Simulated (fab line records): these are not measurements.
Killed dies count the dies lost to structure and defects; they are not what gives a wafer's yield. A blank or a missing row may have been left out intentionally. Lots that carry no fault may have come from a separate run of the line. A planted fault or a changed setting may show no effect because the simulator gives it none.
One fault seen from 2 desks / flow sky130 / every desk sees just its own numbers, and what lay behind them comes last

## FROM THE METROLOGY DESK
What the gauges read, lot by lot, whatever tool the lot ran on: means of the sampled wafers that have a number. A lot is out of limits, marked OUT, if its mean lies more than 4 standard deviations from the usual mean; the brackets give that distance.
Columns: A = PASSIVATION_CVD_00_THK at SKY_PASSIVATION_THK_MEAS_01, usual 89.8 nm
lot=L381; first seen here=day 43 11:19; A=89.5
lot=L382; first seen here=day 43 15:19; A=91.1
lot=L383; first seen here=day 44 03:14; A=89.9
lot=L384; first seen here=day 44 10:15; A=90.8
lot=L385; first seen here=day 44 12:28; A=88.6
lot=L386; first seen here=day 46 03:08; A=90.8
lot=L388; first seen here=day 46 04:57; A=89.2
lot=L392; first seen here=day 47 03:56; A=89.4
lot=L395; first seen here=day 47 18:30; A=90.0
lot=L399; first seen here=day 48 19:59; A=89.4
lot=L400; first seen here=day 49 02:22; A=90.4
lot=L402; first seen here=day 49 14:22; A=90.0
lot=L403; first seen here=day 49 15:55; A=88.8
lot=L404; first seen here=day 50 02:11; A=88.9
Finding of this desk: none of the 14 lots has anything out of limits.

## THE TOOL OWNER'S DESK: rie metal-02
The tool's own readings at SKY_METAL5_METAL_ETCH_15 (etches the open film in Cl2/BCl3, stops on SiO2, target depth 1260 nm, time 252 s): means of the sampled wafers that have a number, for each lot that ran on this tool. A lot is out of limits, marked OUT, if its mean lies more than 4 standard deviations from the usual mean; the brackets give that distance.
Columns: A = bias w at SKY_METAL5_METAL_ETCH_15, usual 48.50 W; B = drypump motor current A at SKY_METAL5_METAL_ETCH_15, usual 5.4 A; C = oes product au at SKY_METAL5_METAL_ETCH_15, usual 0.901 a.u.; D = rf fwd power W at SKY_METAL5_METAL_ETCH_15, usual 897.2 W; E = throttle valve pct at SKY_METAL5_METAL_ETCH_15, usual 22.265 %
lot=L383; first seen here=day 44 02:23; A=48.48; B=5.0; C=0.903; D=895.7; E=22.261
lot=L385; first seen here=day 44 11:37; A=48.52; B=5.0; C=0.902; D=898.2; E=22.260
lot=L388; first seen here=day 46 04:04; A=48.56; B=5.0; C=0.899; D=898.7; E=22.261
lot=L392; first seen here=day 47 03:08; A=48.54; B=5.0; C=0.902; D=752.9 (-52) OUT; E=22.264
lot=L395; first seen here=day 47 17:39; A=48.50; B=5.0; C=0.896; D=753.5 (-51) OUT; E=22.265
Finding of this desk: L392, L395 out of limits; the first was L392 at day 47 03:08, on rf fwd power W at SKY_METAL5_METAL_ETCH_15. In limits: L383, L385, L388.

## BROUGHT TOGETHER
The tool owner's desk had the chance to raise an alarm at day 47 03:08 on L392, L395.
At the metrology desk, nothing out of limits was observed.
The metrology desk holds a record of L392, L395, inside its limits.
Of the lots named, all ran SKY_METAL5_METAL_ETCH_15 on rie metal-02.

## WHAT THE SIMULATOR HAD INSERTED
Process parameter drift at SKY_METAL5_METAL_ETCH_15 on rie metal-02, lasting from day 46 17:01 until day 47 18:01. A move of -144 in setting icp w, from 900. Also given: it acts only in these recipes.
Shown lots that were struck: L392, L395.
Each desk's first reading out of limits, in hours after the fault started: the tool owner's desk, 10.
